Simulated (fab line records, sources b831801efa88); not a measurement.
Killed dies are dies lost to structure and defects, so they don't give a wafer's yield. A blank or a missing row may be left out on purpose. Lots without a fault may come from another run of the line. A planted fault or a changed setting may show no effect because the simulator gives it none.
fab line records | flow sky130
record lots=7 wafers=21 last_day=50
route steps=708 shown POLY_CUT@312 SD_P@320
lots that met no fault: from a run of the same line without faults
start_h: hours from the record's first day to the start of the lot's first wafer shown | wait_h: hours since the lot's step before | " the same as in the row above | L1.1+2: a row that stands for several wafers | - no value, or no start given | * or withheld: withheld | < > ~ a bound
route shown NAME@n: a module of which the file shows steps, and the number in the route of the first | usual: mean/standard deviation of fault-free wafers | same: alike in all rows | chamber/n: place in a boat | sites: the reading at each site | _std_site: their standard deviation | _edge_site: outer sites' mean less inner sites' | radius_mm: how far each site lies from the wafer's centre | mask NAME#n: copy n | behind: the tool/chamber that last shaped the wafer | hold: why the lot was held/for how many hours/how that ended | device: the transistor (n, p or np) that didn't switch | end of line: the same wafers' tests at the end of the route | a step without rows: its recipe alone | killed: dies lost to structure and defects at the first sort, not the wafer's yield | map: a wafer's dies, x killed, . not, _ none there
set.NAME: the setting as run; set.NAME@STEP: as run at that earlier step | model.NAME: the simulator's own value behind a step, which no gauge read
lots at some steps of the route; a table a step, a row a wafer
services: from which hour (start_h, from the record's first day; less than 0 if before it) a tool's chamber was out of use, for how many hours, and why
## steps
# step SKY_POLY_CUT_EXPOSE_05
# recipe mask_id=NPCM na=0.8 source_shape=annular sigma_inner=0.55 sigma_outer=0.85 target_cd_nm=270 dose_mj=32
# step SKY_POLY_CUT_PEB_06
# recipe peb_temp_c=withheld peb_time_s=withheld resist=KrF-thick
# step SKY_POLY_CUT_DEVELOP_07
# recipe develop_time_s=60 resist=KrF-thick dev_temp_c=21
# step SKY_POLY_CUT_CD_MEAS_08
# recipe target_cd_nm=270
# usual cd_nm=270.1/1.5
# columns lot.wafer tool chamber start_h wait_h cd_nm
L109.1 cd_sem-02 - 616.38 - 270.9
L109.4 " - " " 271.3
L109.6 " - " " 269.6
L115.3 cd_sem-01 - 646.59 - 271.8
L115.4 " - " " 271.0
L115.6 " - " " 272.2
L118.2 cd_sem-02 - 674.77 - 268.5
L118.3 " - " " 269.7
L118.4 " - " " 268.7
L119.1 cd_sem-02 - 676.65 - 267.7
L119.4 " - " " 268.7
L119.6 " - " " 267.1
L121.1 cd_sem-02 - 692.35 - 270.3
L121.2 " - " " 268.6
L121.5 " - " " 268.9
L127.2 cd_sem-01 - 735.03 - 269.5
L127.5 " - " " 268.3
L127.6 " - " " 269.9
L128.2 cd_sem-01 - 744.41 - 271.0
L128.4 " - " " 272.0
L128.6 " - " " 271.9
# step SKY_POLY_CUT_OVL_MEAS_09
# usual POLY_CUT_OVL=0/4.7
# columns lot.wafer tool chamber start_h wait_h POLY_CUT_OVL[nm]
L109.1 overlay-01 - 616.50 0.1 11
L109.4 " - " " 7
L109.6 " - " " 5
L115.3 overlay-02 - 646.68 0.1 -5
L115.4 " - " " 0
L115.6 " - " " -2
L118.2 overlay-01 - 674.88 0.1 6
L118.3 " - " " 3
L118.4 " - " " 4
L119.1 overlay-02 - 676.77 0.1 -4
L119.4 " - " " 2
L119.6 " - " " 3
L121.1 overlay-02 - 692.47 0.1 3
L121.2 " - " " -1
L121.5 " - " " 6
L127.2 overlay-01 - 735.13 0.1 1
L127.5 " - " " 0
L127.6 " - " " 3
L128.2 overlay-01 - 744.51 0.1 2
L128.4 " - " " 0
L128.6 " - " " 0
# step SKY_POLY_CUT_ETCH_10
# recipe chemistry=N2/H2 target=BARC ion_energy_ev=200 source_w=500 bias_w=100 pressure_mtorr=30 n2_flow_sccm=100 h2_flow_sccm=200 stop_on=SiO2 time_s=45.9 target_depth_a=600
# usual drypump_motor_current_A=5.8/0.61 oes_product_au=0.855/0.0044 throttle_valve_pct=13.225/0.0088
# columns lot.wafer tool chamber start_h wait_h drypump_motor_current_A oes_product_au rf_hours_counter_h throttle_valve_pct
L109.1 rie_diel-01 3 616.54 0.0 5.1 0.853 1 13.208
L109.4 " 0 " " 6.5 0.850 - 13.227
L109.6 " 1 " " 6.4 0.858 - 13.214
L115.3 rie_diel-03 1 646.70 0.0 5.5 0.860 35 13.212
L115.4 " 2 " " 6.6 0.846 7 13.238
L115.6 " 0 " " 5.8 0.858 - 13.212
L118.2 rie_diel-04 1 674.91 0.0 5.9 0.855 13 13.223
L118.3 " 0 " " 5.5 0.855 2 13.206
L118.4 " 2 " " 5.1 0.856 41 13.222
L119.1 rie_diel-01 1 676.81 0.0 6.4 0.857 49 13.236
L119.4 " 2 " " 5.5 0.857 1 13.229
L119.6 " 1 " " 6.4 0.856 - 13.222
L121.1 rie_diel-03 1 692.51 0.0 5.5 0.855 36 13.210
L121.2 " 0 " " 5.8 0.849 17 13.230
L121.5 " 0 " " 5.8 0.848 - 13.216
L127.2 rie_diel-04 2 735.16 0.0 5.1 0.854 43 13.227
L127.5 " 1 " " 5.9 0.855 - 13.226
L127.6 " 0 " " 5.5 0.856 - 13.203
L128.2 rie_diel-01 1 744.54 0.0 6.4 0.848 0 13.238
L128.4 " 3 " " 5.2 0.858 4 13.223
L128.6 " 2 " " 5.5 0.856 - 13.227
# step SKY_POLY_CUT_ETCH_11
# recipe target=Si3N4 chemistry=CF4/CH2F2/Ar stop_on=poly-Si source_w=585.1 bias_w=150 pressure_mtorr=40 cf4_flow_sccm=40 ch2f2_flow_sccm=20 Ar_flow_sccm=150 time_s=42.5 target_depth_a=600
# usual drypump_motor_current_A=5.8/0.61 oes_product_au=0.828/0.007 throttle_valve_pct=14.995/0.0098
# columns lot.wafer tool chamber start_h wait_h drypump_motor_current_A oes_product_au rf_hours_counter_h throttle_valve_pct
L109.1 rie_diel-01 3 616.58 0.0 5.2 0.831 1 14.998
L109.4 " 0 " " 6.6 0.832 - 15.003
L109.6 " 1 " " 6.4 0.825 - 15.002
L115.3 rie_diel-03 1 646.75 0.0 5.5 0.825 35 15.012
L115.4 " 2 " " 6.6 0.829 7 14.979
L115.6 " 0 " " 5.8 0.832 - 14.981
L118.2 rie_diel-04 1 674.95 0.0 5.9 0.822 13 14.982
L118.3 " 0 " " 5.5 0.833 2 14.987
L118.4 " 2 " " 5.2 0.825 41 14.992
L119.1 rie_diel-01 1 676.85 0.0 6.4 0.835 49 14.981
L119.4 " 2 " " 5.5 0.833 1 14.993
L119.6 " 1 " " 6.4 0.828 - 14.997
L121.1 rie_diel-03 1 692.55 0.0 5.5 0.829 36 14.978
L121.2 " 0 " " 5.8 0.838 17 14.989
L121.5 " 0 " " 5.8 0.835 - 15.006
L127.2 rie_diel-04 2 735.21 0.0 5.2 0.832 43 14.983
L127.5 " 1 " " 6.0 0.836 - 14.999
L127.6 " 0 " " 5.5 0.831 - 14.994
L128.2 rie_diel-01 1 744.58 0.0 6.4 0.835 0 14.992
L128.4 " 3 " " 5.2 0.837 4 14.997
L128.6 " 2 " " 5.5 0.829 - 15.008
# step SKY_POLY_CUT_STRIP_12
# recipe chemistry=O2/N2 power_w=1400 pressure_mtorr=1500 platen_temp_c=withheld o2_flow_sccm=3000 n2_flow_sccm=300 overash_fraction=0.5
# usual drypump_motor_current_A=5.8/0.51 oes_product_au=0.452/0.0044 strip_time_to_endpoint_s=5.355/0.017
# columns lot.wafer tool chamber start_h wait_h drypump_motor_current_A oes_product_au rf_hours_counter_h strip_time_to_endpoint_s
L109.1 plasma_asher-02 0 616.62 0.0 5.6 0.447 50 5.374
L109.4 " 0 " " 5.6 0.449 - 5.376
L109.6 " 1 " " 5.4 0.451 - 5.382
L115.3 plasma_asher-04 0 646.82 0.1 6.0 0.454 - 5.353
L115.4 " 1 " " 4.9 0.455 - 5.364
L115.6 " 1 " " 4.9 0.454 - 5.345
L118.2 plasma_asher-04 1 674.99 0.0 4.9 0.452 97 5.371
L118.3 " 0 " " 6.0 0.460 - 5.375
L118.4 " 1 " " 4.9 0.452 - 5.371
L119.1 plasma_asher-01 1 676.89 0.0 6.1 0.453 25 5.328
L119.4 " 0 " " 6.5 0.452 - 5.354
L119.6 " 0 " " 6.5 0.458 - 5.365
L121.1 plasma_asher-04 1 692.59 0.0 4.9 0.447 98 5.350
L121.2 " 0 " " 6.0 0.452 98 5.369
L121.5 " 1 " " 4.9 0.451 - 5.397
L127.2 plasma_asher-01 1 735.25 0.0 6.1 0.459 31 5.328
L127.5 " 0 " " 6.5 0.451 - 5.330
L127.6 " 1 " " 6.1 0.436 - 5.344
L128.2 plasma_asher-02 1 744.62 0.0 5.3 0.450 64 5.339
L128.4 " 1 " " 5.3 0.449 - 5.335
L128.6 " 1 " " 5.3 0.453 - 5.351
# step SKY_SD_P_DEHYDRATE_00
# recipe temp_c=200 time_s=60
# step SKY_SD_P_HMDS_01
# recipe prime_time_s=60 prime_temp_c=120
# step SKY_SD_P_COAT_02
# recipe resist=NOVOLAK spin_rpm=3000 resist_thk_nm=1140
# step SKY_SD_P_SOFTBAKE_03
# recipe temp_c=90 time_s=60 resist=NOVOLAK
# step SKY_SD_P_EXPOSE_04
# recipe mask_id=PSDM na=0.6 source_shape=conventional sigma_outer=0.6 polarization=unpolarized target_cd_nm=380 dose_mj=138
# usual focus_offset_nm=-0.1/0.5 stage_vel_mm_s=499.99/0.24
# columns lot.wafer tool chamber start_h wait_h mask focus_offset_nm stage_vel_mm_s model.SD_P.overlay_x_nm
L109.1 iline_stepper-01 0 631.71 - PSDM#0 -1.2 500.34 0.625
L109.4 " 0 " " PSDM#0 0.0 500.27 0.625
L109.6 " 0 " " PSDM#0 0.1 500.39 0.625
L115.3 iline_stepper-02 0 661.69 - PSDM#0 -0.5 499.99 -0.4171
L115.4 " 0 " " PSDM#0 0.1 499.98 -0.4171
L115.6 " 0 " " PSDM#0 0.0 500.12 -0.4171
L118.2 iline_stepper-02 0 689.02 - PSDM#0 -0.5 500.14 -97.6
L118.3 " 0 " " PSDM#0 -0.7 500.04 -97.6
L118.4 " 0 " " PSDM#0 -0.8 500.61 -97.6
L119.1 iline_stepper-02 0 691.63 - PSDM#0 0.8 500.15 -97.07
L119.4 " 0 " " PSDM#0 0.8 499.99 -97.07
L119.6 " 0 " " PSDM#0 0.0 500.21 -97.07
L121.1 iline_stepper-02 0 706.28 - PSDM#0 0.0 499.48 -97.03
L121.2 " 0 " " PSDM#0 0.2 500.05 -97.03
L121.5 " 0 " " PSDM#0 0.4 499.66 -97.03
L127.2 iline_stepper-01 0 749.45 - PSDM#0 0.4 499.84 -2.764
L127.5 " 0 " " PSDM#0 -0.4 500.75 -2.764
L127.6 " 0 " " PSDM#0 0.2 499.96 -2.764
L128.2 iline_stepper-01 0 759.47 - PSDM#0 -0.2 499.99 0.1586
L128.4 " 0 " " PSDM#0 -0.4 499.87 0.1586
L128.6 " 0 " " PSDM#0 -0.2 500.34 0.1586
# step SKY_SD_P_PEB_05
# recipe temp_c=withheld time_s=* resist=NOVOLAK
# step SKY_SD_P_DEVELOP_06
# recipe resist=NOVOLAK developer=TMAH develop_time_s=60 dev_temp_c=23
# step SKY_SD_P_CD_MEAS_07
# recipe target_cd_nm=380
# usual cd_nm=379/3.1
# columns lot.wafer tool chamber start_h wait_h cd_nm
L109.1 cd_sem-02 - 645.55 0.1 373
L109.4 " - " " 375
L109.6 " - " " 374
L115.3 cd_sem-01 - 675.15 0.1 382
L115.4 " - " " 383
L115.6 " - " " 382
L118.2 cd_sem-02 - 702.47 0.1 376
L118.3 " - " " 375
L118.4 " - " " 374
L119.1 cd_sem-02 - 704.90 0.1 379
L119.4 " - " " 380
L119.6 " - " " 379
L121.1 cd_sem-01 - 720.70 0.1 389
L121.2 " - " " 386
L121.5 " - " " 386
L127.2 cd_sem-01 - 762.99 0.1 377
L127.5 " - " " 377
L127.6 " - " " 377
L128.2 cd_sem-01 - 771.89 0.1 377
L128.4 " - " " 378
L128.6 " - " " 376
# step SKY_SD_P_OVL_MEAS_08
# usual SD_P_OVL=0.4/1.1
# columns lot.wafer tool chamber start_h wait_h SD_P_OVL[nm]
L109.1 overlay-02 - 645.67 0.1 2.1
L109.4 " - " " 1.1
L109.6 " - " " 1.5
L115.3 overlay-01 - 675.24 0.1 -0.1
L115.4 " - " " 1.0
L115.6 " - " " 1.3
L118.2 overlay-02 - 702.58 0.1 -95.9
L118.3 " - " " -96.8
L118.4 " - " " -96.5
L119.1 overlay-01 - 705.02 0.1 -96.0
L119.4 " - " " -96.5
L119.6 " - " " -97.4
L121.1 overlay-02 - 720.82 0.1 -97.1
L121.2 " - " " -97.2
L121.5 " - " " -96.5
L127.2 overlay-01 - 763.10 0.1 -0.6
L127.5 " - " " -0.4
L127.6 " - " " -0.8
L128.2 overlay-01 - 772.00 0.1 1.0
L128.4 " - " " 1.3
L128.6 " - " " 0.3
# step SKY_SD_P_IMPLANT_09
# recipe species=BF2 energy_kev=19.64 dose_cm2=3e+15 tilt_deg=0
## services
# columns tool chamber start_h hours kind
iline_stepper-02 - 605.51 1.7 pm
rie_diel-01 1 606.32 5.7 repair
plasma_asher-04 - 613.68 9.7 repair
rie_diel-01 2 616.39 - clean
rie_diel-01 2 616.39 10.9 scheduled_down
rie_diel-01 2 616.39 10.9 vent_cycle
plasma_asher-04 - 628.50 15.2 repair
iline_stepper-02 - 631.29 4.4 pm
iline_stepper-01 - 637.08 1.7 pm
rie_diel-03 3 638.72 1.7 repair
rie_diel-01 2 647.40 5.3 repair
rie_diel-03 2 690.84 7.1 repair
rie_diel-01 1 712.01 - clean
rie_diel-01 1 712.01 31.0 scheduled_down
rie_diel-01 1 712.01 31.0 vent_cycle
plasma_asher-01 - 716.31 1.6 repair
plasma_asher-04 - 733.75 9.0 pm
plasma_asher-04 0 733.75 9.0 vent_cycle
plasma_asher-04 1 733.75 9.0 vent_cycle
rie_diel-03 1 734.82 10.1 repair
plasma_asher-04 0 742.75 - clean
plasma_asher-04 1 742.75 - clean
## key
first_sign step=SKY_SD_P_OVL_MEAS_08 reading=SD_P_OVL direction=down sigmas=91 usual=0.4 struck=-96.7
effect none on later readings
model_effect step=SKY_SD_P_EXPOSE_04 value=SD_P.overlay_x_nm without=0.7031 struck=-97.23
met_at SKY_SD_P_EXPOSE_04
struck_wafers L118.2,L118.3,L118.4,L119.1,L119.4,L119.6,L121.1,L121.2,L121.5
tester_left_out L118,L119,L121
onset_between 661.69 689.02
fault kind=scanner_matching_overlay tool=iline_stepper-02 chamber=- onset_h=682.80 steps=SKY_SD_P_EXPOSE_04 offset=-97.938
# tester_left_out: of these lots the tester's yield and bins aren't shown, on N5 and GAA mostly nor the transistor test; their killed dies are dies lost to structure and defects alone, not to doping, threshold or leakage, so they don't give the yield
